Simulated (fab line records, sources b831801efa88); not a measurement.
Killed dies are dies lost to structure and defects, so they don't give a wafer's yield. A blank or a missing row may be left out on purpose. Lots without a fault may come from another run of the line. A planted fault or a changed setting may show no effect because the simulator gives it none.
Which tool did it? | flow sky130 | 6 lots, 18 wafers sampled, at 2 steps of a route of 708

WHAT THE GAUGES READ, wafer by wafer
SKY_GATE_OXIDE_THK_MEAS_02.
lot  | measured     | on            | GATE_OXIDE_OXIDATION_00_THK (nm)
L770 | day 13 12:37 | film_metro-03 | 10.16 10.24 10.36
L772 | day 13 22:58 | film_metro-01 | 10.12 10.21 10.09
L775 | day 15 05:26 | film_metro-01 | 9.30 9.43 9.40
L784 | day 18 06:23 | film_metro-01 | 10.19 10.27 10.12
L786 | day 19 12:06 | film_metro-02 | 10.12 10.22 10.16
L789 | day 19 23:21 | film_metro-01 | 10.41 10.21 10.21

WHICH TOOL RAN EACH LOT (tool, then ch and the chambers of the sampled wafers, then the start)
lot  | SKY_GATE_OXIDE_OXIDATION_01
L770 | furnace-01 ch 0, day 13 11:12
L772 | furnace-02 ch 0, day 13 21:33
L775 | furnace-01 ch 0, day 15 04:02
L784 | furnace-01 ch 0, day 18 04:59
L786 | furnace-01 ch 0, day 19 10:41
L789 | furnace-01 ch 0, day 19 21:56
- SKY_GATE_OXIDE_OXIDATION_01: stabilise 600 s, purge 300 s, target thk 10.268 nm.

THE ANSWER, worked out from the rows above alone
Rule: what is usual is taken from the lots themselves. Put in order of their means at a reading, lots are off if they are a third of the lots or fewer, leave a main group of 4 or more, and stand apart from it by a gap of 3 or more times the standard deviation of the main group's means; of several such gaps the widest counts. A main group whose means are all the same, to the digits that the tables above print for the reading, isn't used. A lot without any number at a reading at which 4 lots or more have one is off too. The other lots that the step has rows for count as sound.
Off: L775, at SKY_GATE_OXIDE_THK_MEAS_02 (GATE_OXIDE_OXIDATION_00_THK). The main group: mean 10.21 nm, standard deviation 0.052.
A tool fits if, at a process step before that reading, it ran every lot that is off, and no sound lot after the first of them. The gauges at SKY_GATE_OXIDE_THK_MEAS_02 are tried like those tools. None of those tried fits.

WHAT THE SIMULATOR HAD PUT IN
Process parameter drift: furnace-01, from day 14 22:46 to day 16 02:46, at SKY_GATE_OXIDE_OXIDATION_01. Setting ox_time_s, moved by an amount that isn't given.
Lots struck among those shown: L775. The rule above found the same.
